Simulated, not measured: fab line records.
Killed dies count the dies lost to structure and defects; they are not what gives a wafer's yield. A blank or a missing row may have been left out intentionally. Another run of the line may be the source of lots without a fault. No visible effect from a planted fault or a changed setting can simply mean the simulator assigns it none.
Which tool was responsible? -- flow gf180mcu -- 13 lots with 39 wafers sampled at 4 steps, on a route of 602 steps

== WHAT THE GAUGES SHOWED, per wafer ==
GF_M4_RS_MEAS_05: the measuring method here is four-point-probe. Usual: for M4_ALCU_RS the level is 0.0696 ohm/sq and the standard deviation is 0.00054.
lot,measured,on,M4_ALCU_RS (ohm/sq),flag
L939,day 22 08:59,film_metro-01,0.0696 0.0698 0.0692,
L941,day 22 23:16,film_metro-04,0.0699 0.0696 0.0701,
L943,day 24 03:27,film_metro-01,0.0692 0.0694 0.0697,
L944,day 24 03:28,film_metro-03,0.0697 0.0700 0.0698,
L945,day 24 12:34,film_metro-01,0.0688 0.0684 0.0688,
L946,day 24 22:34,film_metro-01,0.0694 0.0696 0.0692,
L947,day 25 09:44,film_metro-01,0.0694 0.0695 0.0694,
L948,day 25 15:16,film_metro-03,0.0707 0.0701 0.0704,
L951,day 26 17:02,film_metro-01,0.0693 0.0694 0.0697,
L953,day 27 06:41,film_metro-04,0.0699 0.0692 0.0693,
L959,day 28 23:32,film_metro-03,0.0696 0.0697 0.0703,
L960,day 29 03:31,film_metro-04,0.0691 0.0687 0.0687,
L962,day 29 17:10,film_metro-04,0.0700 0.0703 0.0693,

GF_V4_CD_MEAS_14 targets a cd of 260 nm. Usual: cd_nm 260.2 nm, standard deviation 1.2.
lot,measured,on,cd_nm (nm),flag
L939,day 24 08:32,cd_sem-01,258.2 258.6 257.7,
L941,day 24 21:04,cd_sem-02,260.3 262.0 260.5,
L943,day 25 22:50,cd_sem-02,262.5 261.5 262.7,
L944,day 25 23:20,cd_sem-02,262.1 260.6 261.4,
L945,day 26 07:58,cd_sem-02,258.6 261.3 260.8,
L946,day 26 17:53,cd_sem-01,258.4 259.6 259.3,
L947,day 27 04:47,cd_sem-01,259.8 259.9 261.1,
L948,day 27 10:09,cd_sem-02,261.3 261.6 262.4,
L951,day 28 09:45,cd_sem-01,255.8 256.1 256.5,OFF
L953,day 28 23:53,cd_sem-01,255.6 255.9 255.4,OFF
L959,day 30 13:56,cd_sem-01,259.9 259.5 259.9,
L960,day 30 18:05,cd_sem-01,259.7 260.3 259.1,
L962,day 31 05:28,cd_sem-02,260.2 260.3 259.2,

== EACH LOT AND THE TOOL THAT RAN IT (in order: tool; ch and the chambers of the sampled wafers; start) ==
lot,GF_M4_SPUTTER_00,GF_V4_SOFTBAKE_10
L939,"pvd_sputter-01, day 22 08:43","litho_track-03 ch 0, day 23 21:00"
L941,"pvd_sputter-04, day 22 23:03","litho_track-02 ch 0, day 24 10:00"
L943,"pvd_sputter-01, day 24 03:13","litho_track-02 ch 0, day 25 12:00"
L944,"pvd_sputter-04, day 24 03:15","litho_track-02 ch 0, day 25 12:00"
L945,"pvd_sputter-03, day 24 12:21","litho_track-02 ch 0, day 25 21:00"
L946,"pvd_sputter-01, day 24 22:21","litho_track-02 ch 0, day 26 08:00"
L947,"pvd_sputter-04, day 25 09:29","litho_track-01 ch 0, day 26 18:00"
L948,"pvd_sputter-03, day 25 15:00","litho_track-02 ch 0, day 27 00:00"
L951,"pvd_sputter-01, day 26 16:49","litho_track-01 ch 0, day 27 23:00"
L953,"pvd_sputter-04, day 27 06:28","litho_track-01 ch 0, day 28 14:00"
L959,"pvd_sputter-03, day 28 23:19","litho_track-03 ch 0, day 30 04:00"
L960,"pvd_sputter-03, day 29 03:17","litho_track-03 ch 0, day 30 09:00"
L962,"pvd_sputter-03, day 29 16:53","litho_track-02 ch 0, day 30 20:00"
- GF_M4_SPUTTER_00: material Ti, target thk 37.5 nm, time 150 s.
- GF_V4_SOFTBAKE_10: time 60 s.

== AS READ BY THE TOOLS THEMSELVES (means over the sampled wafers that have a number; for cases with no such wafer, the mark the record gives instead) ==
GF_M4_SPUTTER_00. Usual: throttle_valve_pct 30.0 %, standard deviation 1.1.
lot,tool,throttle_valve_pct (%),flag
L939,pvd_sputter-01,30.4,
L941,pvd_sputter-04,29.1,
L943,pvd_sputter-01,30.6,
L944,pvd_sputter-04,29.5,
L945,pvd_sputter-03,30.2,
L946,pvd_sputter-01,30.6,
L947,pvd_sputter-04,28.9,
L948,pvd_sputter-03,30.1,
L951,pvd_sputter-01,30.1,
L953,pvd_sputter-04,29.2,
L959,pvd_sputter-03,30.4,
L960,pvd_sputter-03,30.1,
L962,pvd_sputter-03,30.6,

GF_V4_SOFTBAKE_10. Usual: heater_power_total_W 93.05 W, standard deviation 0.064; plate_temp_C 129.99 C, standard deviation 0.13.
lot,tool,heater_power_total_W (W),plate_temp_C (C),flag
L939,litho_track-03,93.08,129.89,
L941,litho_track-02,93.01,130.18,
L943,litho_track-02,93.07,130.07,
L944,litho_track-02,93.07,130.03,
L945,litho_track-02,93.07,129.92,
L946,litho_track-02,93.02,129.97,
L947,litho_track-01,93.05,130.01,
L948,litho_track-02,93.05,129.94,
L951,litho_track-01,91.03,127.83,OFF
L953,litho_track-01,90.96,127.63,OFF
L959,litho_track-03,93.09,130.23,
L960,litho_track-03,93.08,129.93,
L962,litho_track-02,93.03,130.09,

== THE ANSWER, worked out from the rows above alone ==
Rule: a lot is off if the mean of its wafers that have a number lies more than 3 standard deviations from the usual mean. Also off: a lot with no number at a reading for which 4 or more lots have one. Where the step has rows for the other lots, those lots are counted as sound. First the gauges in route order, then the tools' own readings, where a lot's mean is used as printed above. The first step at which some lot is off is used, and at that step the reading that is off furthest; a lot without a number counts as furthest.
Off at GF_V4_CD_MEAS_14 (cd_nm): L951, L953.
A tool fits if, at a process step before that reading, it ran every lot that is off, and no sound lot after the first of them. Not tried: the gauges at GF_V4_CD_MEAS_14; whatever is off there is also off at GF_V4_SOFTBAKE_10, on other tools, and gauge error can't account for it. One candidate fits, namely litho_track-01 at GF_V4_SOFTBAKE_10. Its last sound lot is L947 (day 26 18:00), its first lot that is off L951 (day 27 23:00): a fault that began between those two fits.
The tool's own readings at GF_V4_SOFTBAKE_10 bear it out: on the lots that are off they differ by more than 5 times the standard deviation of the sound lots' means. heater_power_total_W reads 91.00 W there against 93.06 W on the sound lots; plate_temp_C reads 127.73 C there against 130.02 C on the sound lots.

== WHAT THE SIMULATOR PUT IN ==
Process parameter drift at GF_V4_SOFTBAKE_10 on litho_track-01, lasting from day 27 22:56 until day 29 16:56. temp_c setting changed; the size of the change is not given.
Shown lots that were struck: L951, L953. The rule above reached the same finding.
